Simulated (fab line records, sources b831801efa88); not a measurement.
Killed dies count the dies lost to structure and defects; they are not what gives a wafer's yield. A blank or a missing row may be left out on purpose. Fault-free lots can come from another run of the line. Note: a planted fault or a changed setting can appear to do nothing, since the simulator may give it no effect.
Which tool did it? ; flow gf180mcu ; 13 lots with 36 wafers sampled at 5 steps, on a route of 602 steps

WHAT THE GAUGES SHOWED, per wafer
GF_MVSD_TW_MEAS_11. Usual: MVSD_TW typically reads 1595, with standard deviation 9.2.
lot;measured;on;MVSD_TW;flag
L955;day 4 11:51;film metro-02;1591 1589 1588;
L958;day 5 03:47;film metro-04;1614 1603 1608;
L959;day 5 10:59;film metro-02;1601 1593 1599;
L960;day 5 15:11;film metro-02;1584 1582 1584;
L961;day 5 19:48;film metro-04;1611 1607 1609;
L962;day 6 02:11;film metro-02;1596 1601 1603;
L963;day 6 09:08;film metro-04;1589 1597 1591;
L964;day 6 12:53;film metro-04;1598 1598 1596;
L965;day 6 20:53;film metro-04;1600 1598 1595;
L967;day 7 06:14;film metro-02;1587 1592 1582;
L971;day 8 07:27;film metro-02;1581;
L973;day 8 20:28;film metro-04;1606 1594;
L978;day 10 06:21;film metro-01;1591 1585 1595;

GF_VT_IMPLANT_RS_MEAS_47: uses a four-point probe to measure. Usual: NWELL_RS typically reads 487.2 ohm/sq, with standard deviation 1.2.
lot;measured;on;NWELL_RS (ohm/sq);flag
L955;day 7 13:33;film metro-01;488.3 487.7 487.7;
L958;day 8 08:38;film metro-04;487.9 487.2 486.7;
L959;day 8 16:46;film metro-04;486.2 486.9 487.0;
L960;day 8 21:49;film metro-01;488.4 489.7 487.6;
L961;day 9 02:18;film metro-04;484.9 486.1 484.8;
L962;day 9 10:11;film metro-01;486.5 485.5 486.4;
L963;day 9 17:13;film metro-04;487.3 486.9 487.0;
L964;day 9 21:59;film metro-02;487.6 487.5 486.0;
L965;day 10 08:58;film metro-04;485.5 488.5 487.8;
L967;day 10 19:16;film metro-02;488.1 487.3 487.7;
L971;day 11 23:24;film metro-04;476.6 475.3;OFF
L973;day 12 15:00;film metro-02;477.8 489.0 478.5 488.9;OFF
L978;day 14 07:06;film metro-04;486.3 487.7 486.3;

GF_VT_IMPLANT_RS_MEAS_48: uses a four-point probe to measure. Usual: LVPWELL_RS typically reads 1196 ohm/sq, with standard deviation 3.2.
lot;measured;on;LVPWELL_RS (ohm/sq);flag
L955;day 7 13:40;film metro-01;1196 1196 1196;
L958;day 8 08:45;film metro-04;1197 1195 1195;
L959;day 8 16:53;film metro-04;1195 1199 1197;
L960;day 8 21:56;film metro-01;1193 1193 1194;
L961;day 9 02:25;film metro-04;1198 1198 1197;
L962;day 9 10:18;film metro-01;1197 1197 1198;
L963;day 9 17:20;film metro-04;1193 1196 1197;
L964;day 9 22:06;film metro-02;1191 1190 1189;
L965;day 10 09:05;film metro-04;1192 1191 1193;
L967;day 10 19:23;film metro-02;1195 1198 1194;
L971;day 12 01:15;film metro-04;1198;
L973;day 12 18:38;film metro-02;1197 1196;
L978;day 14 07:13;film metro-04;1193 1198 1202;

GF_V1_THK_MEAS_25: measures by xrf. Usual: V1_W_THK typically reads 345 nm, with standard deviation 4.7.
lot;measured;on;V1_W_THK (nm);flag
L955;day 18 03:20;film metro-04;341 342 350;
L958;day 19 07:10;film metro-01;349 344 342;
L959;day 19 17:41;film metro-03;347 339 343;
L960;day 20 02:56;film metro-04;343 336 340;
L961;day 20 05:25;film metro-01;344 340 342;
L962;day 20 10:33;film metro-03;342 347 344;
L963;day 21 05:58;film metro-01;339 345 344;
L964;day 21 07:51;film metro-03;345 347 348;
L965;day 21 22:09;film metro-03;340 339 341;
L967;day 22 14:20;film metro-04;345 345 350;
L971;day 23 17:53;film metro-04;351;
L973;day 24 13:29;film metro-04;346 351;
L978;day 26 11:58;film metro-03;344 350 350;

TOOL THAT RAN EACH LOT (tool first, then ch and the chambers of the sampled wafers, then the start)
lot;GF_NWELL_IMPLANT_09
L955;implanter-03 ch 0, day 3 08:41
L958;implanter-03 ch 0, day 3 23:30
L959;implanter-04 ch 0, day 4 06:30
L960;implanter-04 ch 0, day 4 10:44
L961;implanter-04 ch 0, day 4 14:53
L962;implanter-02 ch 0, day 4 21:12
L963;implanter-04 ch 0, day 5 02:35
L964;implanter-03 ch 0, day 5 07:13
L965;implanter-04 ch 0, day 5 14:35
L967;implanter-03 ch 0, day 6 00:03
L971;implanter-03 ch 0, day 6 23:08
L973;implanter-03 ch 0, day 7 11:18
L978;implanter-02 ch 0, day 8 18:56
- GF_NWELL_IMPLANT_09

AS READ BY THE TOOLS THEMSELVES (means over the sampled wafers that have a number; for cases with no such wafer, the mark the record gives instead)
GF_NWELL_IMPLANT_09. Usual: beam on s 9.99 s, standard deviation 0.18; faraday current uA 22.6, standard deviation 0.41.
lot;tool;beam on s (s);faraday current uA;flag
L955;implanter-03;9.91;22.7;
L958;implanter-03;9.79;23.1;
L959;implanter-04;9.99;22.5;
L960;implanter-04;9.98;22.6;
L961;implanter-04;9.84;22.9;
L962;implanter-02;9.95;22.7;
L963;implanter-04;9.89;22.8;
L964;implanter-03;9.86;22.9;
L965;implanter-04;9.99;22.5;
L967;implanter-03;9.93;22.7;
L971;implanter-03;11.50;19.6;OFF
L973;implanter-03;10.66;21.2;OFF
L978;implanter-02;9.92;22.8;

THE ANSWER, worked out from the rows above alone
Rule: lot off if the mean of its wafers having a number is beyond 3 standard deviations from the usual mean. Also off: a lot with no number at a reading for which 4 or more lots have one. All remaining lots with rows at the step are treated as sound. The gauges are gone through in route order, then the tools' own readings, and for those a lot's mean is taken as printed above. The first step at which some lot is off is used, and at that step the reading that is off furthest; a lot without a number counts as furthest.
Off: L971, L973, at GF_VT_IMPLANT_RS_MEAS_47 (NWELL_RS).
If a tool, at a process step before that reading, ran all the lots that are off and no sound lot after the first of them, it fits. The gauges at GF_VT_IMPLANT_RS_MEAS_47 aren't tried: what is off there is off at GF_NWELL_IMPLANT_09 too, on other tools, and a gauge's error can't cause that. One fits: implanter-03 at GF_NWELL_IMPLANT_09. A fault onset in the window from L967 (day 6 00:03, its last sound lot) to L971 (day 6 23:08, its first lot off) fits.
The tool's own readings at GF_NWELL_IMPLANT_09 bear it out: on the lots that are off they differ by more than 5 times the standard deviation of the sound lots' means. beam on s reads 11.08 s there against 9.91 s on the sound lots; faraday current uA reads 20.4 there against 22.7 on the sound lots.

WHAT THE SIMULATOR HAD PUT IN
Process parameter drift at GF_NWELL_IMPLANT_09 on implanter-03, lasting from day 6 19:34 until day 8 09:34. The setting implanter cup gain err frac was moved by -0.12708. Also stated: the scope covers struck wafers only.
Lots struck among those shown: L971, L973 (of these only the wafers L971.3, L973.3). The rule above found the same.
